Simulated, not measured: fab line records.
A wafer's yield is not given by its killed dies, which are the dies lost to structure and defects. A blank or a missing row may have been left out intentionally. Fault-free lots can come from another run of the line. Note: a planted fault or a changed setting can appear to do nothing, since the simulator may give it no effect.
Matching of chambers | flow sky130 | SKY_FIELD_ISO_CMP_27 on cmp-02: 4 sister chambers
The step polishes, stops on Si3N4, t overpolish 16 s, target thk 457.8 nm. 8 wafers are shown with their chamber, then 7 later ones without.

WAFERS PAIRED WITH THEIR CHAMBERS
wafer  | chamber | motor current A (A) | time to endpoint s (s)
L348.1 | 3       | 12.7                | 105
L350.4 | 2       | 13.4                | 119
L350.6 | 1       | 13.0                | 117
L351.3 | 0       | 9.4                 | 117
L351.4 | 2       | 12.8                | 118
L351.5 | 1       | 12.1                | 117
L355.1 | 3       | 12.2                | 109
L355.2 | 0       | 9.0                 | 115

WAFERS WHOSE CHAMBER IS MISSING
wafer  | motor current A (A) | time to endpoint s (s)
L355.3 | 12.9                | 123
L357.1 | 12.7                | 121
L357.4 | 9.1                 | 119
L357.6 | 12.6                | 121
L369.1 | 12.7                | 107
L369.2 | 9.0                 | 117
L369.6 | 12.8                | 107

WHICH CHAMBER EACH ONE RAN IN
wafer  | from the rows above     | in truth
L355.3 | can't be placed: 2 or 1 | 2
L357.1 | can't be placed: 2 or 1 | 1
L357.4 | 0                       | 0
L357.6 | can't be placed: 2 or 1 | 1
L369.1 | 3                       | 3
L369.2 | 0                       | 0
L369.6 | 3                       | 3
Placed correctly: 4 of 7. From these rows, 3 cannot be placed; in 3 the true chamber is one of the candidates. Placed wrongly: 0.
How it was worked out, from the rows above alone: a wafer's distance from a chamber is the root of the sum, over the readings, of the square of ((its reading less the chamber's mean) divided by the reading's scatter). The wafer belongs to the nearest chamber; if the next one is less than 2 further off, it can't be placed. The mean given for a chamber averages the wafers shown for that chamber. The scatter: the root of (the sum of the squares of (reading less its chamber's mean) over the shown wafers, divided by (wafers less chambers)).
